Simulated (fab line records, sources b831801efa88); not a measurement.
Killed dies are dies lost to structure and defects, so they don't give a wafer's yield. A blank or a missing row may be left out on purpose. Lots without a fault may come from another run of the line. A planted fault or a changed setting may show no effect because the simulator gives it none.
Which tool did it? | flow sky130 | 12 lots, 36 wafers sampled, at 5 steps of a route of 708

WHAT THE GAUGES READ, wafer by wafer
The record holds no reading of a measuring or inspecting step that can be judged against a usual standard deviation.

WHICH TOOL RAN EACH LOT (tool, then ch and the chambers of the sampled wafers, then the start)
lot  | SKY_METAL5_SPUTTER_01        | SKY_METAL5_STRIP_16                  | SKY_METAL5_CLEAN_19             | SKY_PAD_OPEN_STRIP_08                | SKY_PAD_OPEN_PROBE_99
L997 | pvd_sputter-03, day 43 09:07 | plasma_asher-04 ch 0,1, day 44 08:30 | wet_bench-02 ch 2, day 44 08:58 | plasma_asher-02 ch 0,1, day 46 02:35 | prober-01, day 46 04:54
L100 | pvd_sputter-04, day 43 15:08 | plasma_asher-03 ch 0,1, day 44 14:25 | wet_bench-02 ch 1, day 44 14:55 | plasma_asher-02 ch 0,1, day 46 08:18 | prober-02, day 46 10:31
L999 | pvd_sputter-03, day 43 22:34 | plasma_asher-04 ch 0,1, day 44 21:07 | wet_bench-02 ch 3, day 44 21:39 | plasma_asher-02 ch 0,1, day 46 14:56 | prober-01, day 46 17:10
L101 | pvd_sputter-04, day 44 12:06 | plasma_asher-03 ch 0,1, day 45 09:04 | wet_bench-02 ch 3, day 45 09:34 | plasma_asher-03 ch 0,1, day 47 00:42 | prober-01, day 47 02:58
L109 | pvd_sputter-04, day 45 21:42 | plasma_asher-03 ch 0,1, day 46 18:13 | wet_bench-04 ch 3, day 46 18:43 | plasma_asher-02 ch 0,1, day 48 08:53 | prober-02, day 48 11:08
L112 | pvd_sputter-01, day 47 02:19 | plasma_asher-04 ch 0,1, day 47 22:16 | wet_bench-01 ch 0, day 47 23:06 | plasma_asher-02 ch 0,1, day 49 11:00 | prober-02, day 49 13:26
L111 | pvd_sputter-04, day 47 04:46 | plasma_asher-03 ch 0,1, day 48 00:13 | wet_bench-02 ch 0, day 48 01:03 | plasma_asher-03 ch 0,1, day 49 11:38 | prober-01, day 49 14:06
L113 | pvd_sputter-01, day 47 13:58 | plasma_asher-03 ch 0,1, day 48 09:17 | wet_bench-02 ch 1, day 48 09:46 | plasma_asher-04 ch 0,1, day 49 20:29 | prober-02, day 49 22:49
L115 | pvd_sputter-01, day 47 19:23 | plasma_asher-04 ch 0,1, day 48 13:55 | wet_bench-01 ch 1, day 48 14:27 | plasma_asher-04 ch 0,1, day 50 02:00 | prober-01, day 50 04:22
L116 | pvd_sputter-01, day 47 19:34 | plasma_asher-03 ch 0,1, day 48 14:35 | wet_bench-01 ch 0, day 48 15:05 | plasma_asher-02 ch 0,1, day 50 02:08 | prober-02, day 50 04:34
L118 | pvd_sputter-03, day 48 02:55 | plasma_asher-01 ch 0,1, day 48 20:49 | wet_bench-01 ch 0, day 48 21:20 | plasma_asher-03 ch 0, day 50 07:29   | prober-02, day 50 09:43
L117 | pvd_sputter-01, day 48 03:13 | plasma_asher-03 ch 0,1, day 48 20:55 | wet_bench-02 ch 3, day 48 21:26 | plasma_asher-03 ch 0,1, day 50 08:11 | prober-01, day 50 10:25
- SKY_METAL5_SPUTTER_01: material TiN, target thk 20 nm, time 16.7 s.
- SKY_METAL5_STRIP_16: strips in O2/N2.
- SKY_METAL5_CLEAN_19: cleans in O3/DIW.
- SKY_PAD_OPEN_STRIP_08: strips in O2/N2.
- SKY_PAD_OPEN_PROBE_99

WHAT THE TOOLS THEMSELVES READ (means of the sampled wafers that have a number; where no wafer has one, the mark that the record gives instead)
SKY_METAL5_SPUTTER_01.
lot  | tool           | throttle_valve_pct (%)
L997 | pvd_sputter-03 | 31.5
L100 | pvd_sputter-04 | 29.8
L999 | pvd_sputter-03 | 32.6
L101 | pvd_sputter-04 | 29.6
L109 | pvd_sputter-04 | 30.0
L112 | pvd_sputter-01 | 30.2
L111 | pvd_sputter-04 | 29.7
L113 | pvd_sputter-01 | 30.2
L115 | pvd_sputter-01 | 31.2
L116 | pvd_sputter-01 | 31.4
L118 | pvd_sputter-03 | 31.8
L117 | pvd_sputter-01 | 31.2

SKY_METAL5_STRIP_16.
lot  | tool            | drypump_motor_current_A (A) | oes_product_au (a.u.) | strip_time_to_endpoint_s (s)
L997 | plasma_asher-04 | 5.6                         | 0.711                 | 13.23
L100 | plasma_asher-03 | 5.8                         | 0.708                 | 13.11
L999 | plasma_asher-04 | 5.6                         | 0.709                 | 13.16
L101 | plasma_asher-03 | 5.8                         | 0.714                 | 13.32
L109 | plasma_asher-03 | 5.8                         | 0.711                 | 13.28
L112 | plasma_asher-04 | 6.0                         | 0.711                 | 13.09
L111 | plasma_asher-03 | 5.9                         | 0.713                 | 13.07
L113 | plasma_asher-03 | 5.7                         | 0.710                 | 13.12
L115 | plasma_asher-04 | 5.6                         | 0.714                 | 13.13
L116 | plasma_asher-03 | 5.8                         | 0.709                 | 13.31
L118 | plasma_asher-01 | 5.6                         | 0.709                 | 13.23
L117 | plasma_asher-03 | 5.8                         | 0.709                 | 13.06

SKY_PAD_OPEN_STRIP_08.
lot  | tool            | drypump_motor_current_A (A) | oes_product_au (a.u.) | strip_time_to_endpoint_s (s)
L997 | plasma_asher-02 | 5.4                         | 0.661                 | 37.13
L100 | plasma_asher-02 | 5.4                         | 0.665                 | 36.96
L999 | plasma_asher-02 | 5.4                         | 0.664                 | 36.99
L101 | plasma_asher-03 | 5.9                         | 0.664                 | 37.24
L109 | plasma_asher-02 | 5.4                         | 0.664                 | 37.08
L112 | plasma_asher-02 | 5.4                         | 0.663                 | 37.10
L111 | plasma_asher-03 | 5.8                         | 0.666                 | 36.97
L113 | plasma_asher-04 | 5.6                         | 0.662                 | 36.93
L115 | plasma_asher-04 | 5.6                         | 0.667                 | 37.10
L116 | plasma_asher-02 | 5.2                         | 0.660                 | 37.06
L118 | plasma_asher-03 | 5.9                         | 0.661                 | 36.93
L117 | plasma_asher-03 | 5.8                         | 0.666                 | 37.10

SKY_PAD_OPEN_PROBE_99.
lot  | tool      | defect_limited_yield (%) | killed_at_M0_to_M3 | killed_at_M4_up | killed_at_contacts | killed_at_front_end | killed_at_other | killed_dies | killed_open | killed_short | sort_bin_3_pad_short (%) | sort_bin_5_function (%) | sort_bin_6_memory (%) | sort_n_pass | sort_yield_pct (%)
L997 | prober-01 | 83.0                     | 45                 | 3.7             | 22                 | 13                  | 0.0             | 84          | 48          | 35           | 0.9                      | 9.9                     | 6.2                   | 408         | 83.0
L100 | prober-02 | 81.8                     | 42                 | 5.3             | 24                 | 18                  | 0.0             | 89          | 44          | 45           | 0.9                      | 10.0                    | 7.2                   | 403         | 81.8
L999 | prober-01 | 75.7                     | 42                 | 38.3            | 23                 | 16                  | 0.0             | 120         | 40          | 44           | 3.0                      | 15.1                    | 6.2                   | 372         | 75.7
L101 | prober-01 | 74.9                     | 46                 | 38.0            | 23                 | 16                  | 0.0             | 124         | 46          | 43           | 4.4                      | 13.2                    | 7.5                   | 368         | 74.9
L109 | prober-02 | 82.5                     | 43                 | 2.7             | 27                 | 14                  | 0.0             | 86          | 47          | 39           | 0.9                      | 9.7                     | 6.9                   | 406         | 82.5
L112 | prober-02 | 81.9                     | 44                 | 3.3             | 25                 | 17                  | 0.0             | 89          | 50          | 39           | 0.5                      | 11.6                    | 6.0                   | 403         | 81.9
L111 | prober-01 | 83.9                     | 36                 | 4.0             | 26                 | 13                  | 0.0             | 79          | 44          | 35           | 0.7                      | 9.5                     | 5.8                   | 413         | 83.9
L113 | prober-02 | 81.6                     | 47                 | 3.0             | 23                 | 18                  | 0.0             | 91          | 47          | 43           | 1.1                      | 11.0                    | 6.3                   | 401         | 81.6
L115 | prober-01 | 80.8                     | 51                 | 2.7             | 25                 | 15                  | 0.7             | 94          | 58          | 37           | 1.2                      | 11.8                    | 6.2                   | 398         | 80.8
L116 | prober-02 | 84.5                     | 37                 | 4.7             | 24                 | 11                  | 0.0             | 76          | 38          | 38           | 0.9                      | 8.3                     | 6.2                   | 416         | 84.5
L118 | prober-02 | 83.1                     | 46                 | 2.0             | 24                 | 11                  | 0.3             | 83          | 43          | 40           | 0.9                      | 10.3                    | 5.7                   | 409         | 83.1
L117 | prober-01 | 82.9                     | 44                 | 2.3             | 23                 | 14                  | 0.3             | 84          | 44          | 40           | 0.8                      | 10.7                    | 5.6                   | 408         | 82.9

THE ANSWER, worked out from the rows above alone
Rule: what is usual is taken from the lots themselves. Put in order of their means at a reading, lots are off if they are a third of the lots or fewer, leave a main group of 4 or more, and stand apart from it by a gap of 3 or more times the standard deviation of the main group's means; of several such gaps the widest counts. A main group whose means are all the same, to the digits that the tables above print for the reading, isn't used. A lot without any number at a reading at which 4 lots or more have one is off too. The other lots that the step has rows for count as sound. The gauges are gone through in route order, then the tools' own readings, and for those a lot's mean is taken as printed above. The first step at which some lot is off is used, and at that step the reading that is off furthest; a lot without a number counts as furthest.
Off: L999, L101, at SKY_PAD_OPEN_PROBE_99 (killed_at_M4_up). The main group: mean 3.4, standard deviation 1.
A tool fits if, at that step or a process step before it, it ran every lot that is off, and no sound lot after the first of them. None of those tried fits.

WHAT THE SIMULATOR HAD PUT IN
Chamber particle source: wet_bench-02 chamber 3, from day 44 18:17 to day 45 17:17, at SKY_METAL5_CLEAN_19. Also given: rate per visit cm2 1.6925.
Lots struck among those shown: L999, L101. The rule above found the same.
